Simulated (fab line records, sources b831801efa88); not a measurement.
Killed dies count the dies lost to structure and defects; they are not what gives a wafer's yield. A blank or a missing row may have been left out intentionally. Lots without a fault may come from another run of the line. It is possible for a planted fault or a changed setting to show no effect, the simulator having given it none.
What tool caused it? + flow gf180mcu + at 1 step of a route of 602, 12 lots with 36 wafers sampled

== WHAT EACH GAUGE READ, for each wafer ==
GF_V2_CD_MEAS_14 targets a cd of 260 nm.
| lot  | measured     | on        | cd_nm (nm)        |
|------|--------------|-----------|-------------------|
| L075 | day 20 18:55 | cd_sem-01 | 259.0 259.1 258.8 |
| L077 | day 21 08:31 | cd_sem-01 | 258.9 258.9 258.4 |
| L079 | day 22 02:20 | cd_sem-02 | 260.4 258.5 258.8 |
| L081 | day 23 00:17 | cd_sem-02 | 257.0 258.4 258.8 |
| L083 | day 23 13:07 | cd_sem-02 | 259.7 259.1 260.3 |
| L085 | day 24 11:40 | cd_sem-01 | 259.6 260.5 259.4 |
| L087 | day 25 02:07 | cd_sem-02 | 261.1 260.4 261.1 |
| L089 | day 25 18:18 | cd_sem-02 | 259.4 257.7 258.0 |
| L091 | day 26 07:15 | cd_sem-01 | 256.5 257.3 256.9 |
| L093 | day 26 20:51 | cd_sem-02 | 260.7 260.8 259.3 |
| L095 | day 27 13:55 | cd_sem-02 | 262.6 261.4 261.5 |
| L097 | day 28 09:19 | cd_sem-02 | 260.4 258.8 259.8 |

== TOOL THAT RAN EACH LOT (tool first, then ch and the chambers of the sampled wafers, then the start) ==
Before these readings, the record contains no process step.

== THE ANSWER, worked out from the rows above alone ==
Rule: what is usual is taken from the lots themselves. Put in order of their means at a reading, lots are off if they are a third of the lots or fewer, leave a main group of 4 or more, and stand apart from it by a gap of 3 or more times the standard deviation of the main group's means; of several such gaps the widest counts. A main group whose means are all the same, to the digits that the tables above print for the reading, isn't used. A lot without any number at a reading at which 4 lots or more have one is off too. Where the step has rows for the other lots, those lots are counted as sound.
No lot is off at any reading shown: from this, nothing can be told.

== WHAT THE SIMULATOR HAD PUT IN ==
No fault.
